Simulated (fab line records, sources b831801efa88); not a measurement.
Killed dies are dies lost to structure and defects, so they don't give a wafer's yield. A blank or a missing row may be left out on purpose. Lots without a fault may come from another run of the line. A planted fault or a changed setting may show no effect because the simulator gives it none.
One fault seen from 2 desks | flow gf180mcu | each desk has only its own numbers; what lay behind them comes last

THE METROLOGY DESK
What the gauges read, lot by lot, whatever tool the lot ran on: means of the sampled wafers that have a number. A lot is out of limits, marked OUT, if its mean lies more than 4 standard deviations from the usual mean; the brackets give that distance.
Columns: A = cd_nm at GF_HV_LDD_CD_MEAS_07, usual 400.0 nm; B = HV_LDD_4_TW at GF_HV_LDD_TW_MEAS_50, usual 567
lot  | first seen here | A     | B
L192 | day 10 22:05    | 399.3 | 565
L194 | day 11 03:25    | 402.1 | 567
L195 | day 11 10:53    | 400.1 | 561
L196 | day 11 15:59    | 405.4 | 573
L197 | day 12 04:13    | 398.3 | 561
L198 | day 12 14:01    | 401.3 | 573
L199 | day 12 18:17    | 400.6 | 496 (-15) OUT
L200 | day 13 01:52    | 399.2 | 495 (-15) OUT
L209 | day 15 19:35    | 400.6 | 560
L210 | day 16 04:43    | 400.3 | 568
L211 | day 16 11:20    | 398.1 | 568
L213 | day 17 02:16    | 398.9 | 567
This desk's finding: out of limits on L199, L200; first on L199, day 15 10:03 (HV_LDD_4_TW at GF_HV_LDD_TW_MEAS_50). In limits: L192, L194, L195, L196, L197, L198, L209, L210, L211, L213.

THE TOOL OWNER'S DESK: implanter-03
The tool's own readings at GF_HV_LDD_IMPLANT_48: means of the sampled wafers that have a number, for each lot that ran on this tool. A lot is out of limits, marked OUT, if its mean lies more than 4 standard deviations from the usual mean; the brackets give that distance.
Columns: A = dose_ions_cm2 at GF_HV_LDD_IMPLANT_48, usual 2.9999e+13; B = faraday_current_uA at GF_HV_LDD_IMPLANT_48, usual 169
lot  | first seen here | A                            | B
L195 | day 13 23:33    | 2.9991e+13                   | 170
L197 | day 14 18:48    | 2.9951e+13                   | 171
L199 | day 15 09:48    | 1.9848e+13 (-99 or more) OUT | 113 (-15) OUT
L200 | day 15 18:03    | 1.9882e+13 (-99 or more) OUT | 112 (-15) OUT
L210 | day 19 01:15    | 3.0012e+13                   | 167
L211 | day 19 09:21    | 3.0013e+13                   | 169
L213 | day 20 01:18    | 2.9969e+13                   | 172
This desk's finding: out of limits on L199, L200; first on L199, day 15 09:48 (dose_ions_cm2 at GF_HV_LDD_IMPLANT_48). In limits: L195, L197, L210, L211, L213.

PUT TOGETHER
The tool owner's desk could have raised an alarm at day 15 09:48, on L199, L200.
The metrology desk could have raised an alarm at day 15 10:03, on L199, L200.
Of the lots named, all ran GF_HV_LDD_IMPLANT_48 on implanter-03.

WHAT THE SIMULATOR HAD PUT IN
Process parameter drift: implanter-03, from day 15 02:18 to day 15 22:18, at GF_HV_LDD_IMPLANT_48. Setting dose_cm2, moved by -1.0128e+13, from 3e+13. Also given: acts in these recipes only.
Lots struck among those shown: L199, L200.
Hours from the fault's start to each desk's first reading out of limits: the tool owner's desk, 8; the metrology desk, 8.
